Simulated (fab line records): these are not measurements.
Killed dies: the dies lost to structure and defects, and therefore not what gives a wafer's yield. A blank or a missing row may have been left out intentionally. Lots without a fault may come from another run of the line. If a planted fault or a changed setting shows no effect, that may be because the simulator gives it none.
Chamber matching / flow sky130 / SKY_VIA1_CMP_02 on cmp-01 has 4 sister chambers
The step polishes SiO2. 4 wafers are shown with their chamber, then 12 later ones without.

== WAFERS, EACH WITH ITS CHAMBER ==
wafer=L086.3; chamber=0; motor current A (A)=12.3
wafer=L087.6; chamber=2; motor current A (A)=12.4
wafer=L088.3; chamber=1; motor current A (A)=10.1
wafer=L088.6; chamber=3; motor current A (A)=11.8

== WAFERS WITH NO CHAMBER GIVEN ==
wafer=L089.4; motor current A (A)=11.0
wafer=L089.5; motor current A (A)=12.6
wafer=L089.6; motor current A (A)=11.6
wafer=L092.2; motor current A (A)=12.2
wafer=L092.3; motor current A (A)=10.3
wafer=L092.6; motor current A (A)=10.2
wafer=L093.1; motor current A (A)=9.3
wafer=L093.3; motor current A (A)=12.6
wafer=L093.4; motor current A (A)=12.4
wafer=L095.2; motor current A (A)=12.0
wafer=L095.4; motor current A (A)=12.8
wafer=L095.5; motor current A (A)=12.6

== THE CHAMBER EACH PASSED THROUGH ==
wafer=L089.4; from the rows above=can't be placed: 3 or 1 or 0 or 2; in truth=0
wafer=L089.5; from the rows above=can't be placed: 2 or 0 or 3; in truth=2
wafer=L089.6; from the rows above=can't be placed: 3 or 0 or 2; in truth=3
wafer=L092.2; from the rows above=can't be placed: 0 or 2 or 3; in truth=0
wafer=L092.3; from the rows above=1; in truth=1
wafer=L092.6; from the rows above=1; in truth=1
wafer=L093.1; from the rows above=1; in truth=1
wafer=L093.3; from the rows above=can't be placed: 2 or 0 or 3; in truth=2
wafer=L093.4; from the rows above=can't be placed: 2 or 0 or 3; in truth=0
wafer=L095.2; from the rows above=can't be placed: 3 or 0 or 2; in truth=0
wafer=L095.4; from the rows above=can't be placed: 2 or 0 or 3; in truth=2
wafer=L095.5; from the rows above=can't be placed: 2 or 0 or 3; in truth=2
3 of 12 placed correctly. Can't be placed from these rows: 9 (the true chamber is among the candidates in 9). Number placed wrongly: 0.
How it was worked out, from the rows above alone: a wafer's distance from a chamber is the root of the sum, over the readings, of the square of ((its reading less the chamber's mean) divided by the reading's scatter). If the next closest chamber is less than 2 further off than the closest, the wafer can't be placed; otherwise it belongs to the closest. The mean given for a chamber averages the wafers shown for that chamber. The scatter: root of mean squared gap, hidden wafer to nearest shown wafer, with one shown wafer a chamber.
